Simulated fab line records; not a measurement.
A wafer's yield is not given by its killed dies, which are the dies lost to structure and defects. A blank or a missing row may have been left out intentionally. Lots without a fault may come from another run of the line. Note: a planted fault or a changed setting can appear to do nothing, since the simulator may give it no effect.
Matching of chambers	flow sky130	3 sister chambers for SKY_CONTACT_HDPCVD_02 on hdpcvd-01
The step deposits SiO2, target thk 565 nm, time 94.2 s. 16 wafers are shown with their chamber, then 8 later ones without.

== WAFERS, EACH WITH ITS CHAMBER ==
wafer	chamber	runLengthS (s)
L903.1	2	121.4
L903.2	0	122.7
L903.5	0	122.3
L907.1	1	121.9
L907.2	2	122.0
L907.5	1	122.0
L908.2	2	121.5
L908.5	2	121.8
L908.6	0	121.9
L909.1	0	121.9
L909.2	2	121.5
L909.3	1	122.1
L922.1	0	122.0
L922.3	2	121.9
L922.6	1	122.1
L923.2	1	121.7

SIGNATURES, as means of the wafers listed above
reading	chamber 0	chamber 1	chamber 2	scatter within a chamber
runLengthS	122.160	121.960	121.683	0.262
Rule: for each reading, subtract the chamber's mean from the wafer's reading, divide by that reading's scatter and square the result; add these up over the readings and take the root, which gives the wafer's distance from the chamber. If the next closest chamber is less than 2 further off than the closest, the wafer can't be placed; otherwise it belongs to the closest. The scatter: take each reading less its chamber's mean, square it, sum over the shown wafers, divide by the number of wafers less the number of chambers, and take the root.

== WAFERS WITHOUT THEIR CHAMBER ==
wafer	runLengthS (s)
L923.4	122.4
L923.6	121.9
L926.1	122.3
L926.4	121.7
L926.5	122.0
L925.1	121.6
L925.2	121.9
L925.4	122.1

== WHICH CHAMBER EACH ONE RAN IN ==
wafer	from the rows above	in truth
L923.4	can't be placed: 0 or 1 or 2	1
L923.6	can't be placed: 1 or 2 or 0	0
L926.1	can't be placed: 0 or 1 or 2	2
L926.4	can't be placed: 2 or 1 or 0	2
L926.5	can't be placed: 1 or 0 or 2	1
L925.1	can't be placed: 2 or 1 or 0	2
L925.2	can't be placed: 1 or 2 or 0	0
L925.4	can't be placed: 0 or 1 or 2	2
Correctly placed: 0 of 8. From these rows, 8 cannot be placed; in 8 the true chamber is one of the candidates. Wrongly placed: 0.
